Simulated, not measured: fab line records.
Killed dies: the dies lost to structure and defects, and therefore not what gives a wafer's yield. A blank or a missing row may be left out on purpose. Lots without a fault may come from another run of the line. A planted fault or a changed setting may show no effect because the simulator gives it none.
Matching of chambers ; flow gf180mcu ; 3 sister chambers for GF_PASSIVATION_CVD_00 on pecvd-04
The step deposits SiO2 from TEOS, target thk 1000 nm, time 111.95 s. 14 wafers are shown with their chamber, then 7 later ones without.

## WAFERS, EACH WITH ITS CHAMBER
wafer;chamber;heater_power_w (W);susceptor_temp_C (C)
L916.3;0;487;399.80
L916.4;2;730;399.83
L916.6;1;521;399.44
L922.1;1;627;399.95
L922.2;0;451;400.16
L922.6;1;651;400.02
L923.3;2;658;400.32
L923.5;1;522;399.99
L923.6;2;711;400.10
L924.2;2;713;400.01
L924.5;1;504;399.95
L924.6;2;737;399.86
L928.1;2;634;400.24
L928.4;2;726;399.99

SIGNATURES (averages over the wafers above)
reading;chamber 0;chamber 1;chamber 2;scatter within a chamber
heater_power_w;469.00;565.00;701.29;51.1
susceptor_temp_C;399.9800;399.8700;400.0500;0.213
Rule: distance of a wafer from a chamber = root of the sum over the readings of ((wafer's reading minus chamber's mean) / reading's scatter) squared. The wafer belongs to the nearest chamber; if the next one is less than 2 further off, it can't be placed. The scatter is the square root of a quotient: the sum, over the shown wafers, of each reading's squared deviation from its chamber's mean, divided by wafers minus chambers.

## WAFERS WHOSE CHAMBER IS MISSING
wafer;heater_power_w (W);susceptor_temp_C (C)
L928.5;642;400.16
L937.2;688;400.31
L937.3;494;400.16
L937.4;743;399.92
L938.2;599;399.95
L938.3;443;400.09
L938.6;501;400.04

## WHICH CHAMBER EACH ONE RAN IN
wafer;from the rows above;in truth
L928.5;can't be placed: 2 or 1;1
L937.2;can't be placed: 2 or 1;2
L937.3;can't be placed: 0 or 1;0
L937.4;2;2
L938.2;can't be placed: 1 or 2 or 0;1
L938.3;can't be placed: 0 or 1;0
L938.6;can't be placed: 0 or 1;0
1 of 7 placed correctly. Unplaceable from these rows: 6, with the true chamber sitting among the candidates in 6. Wrongly placed: 0.
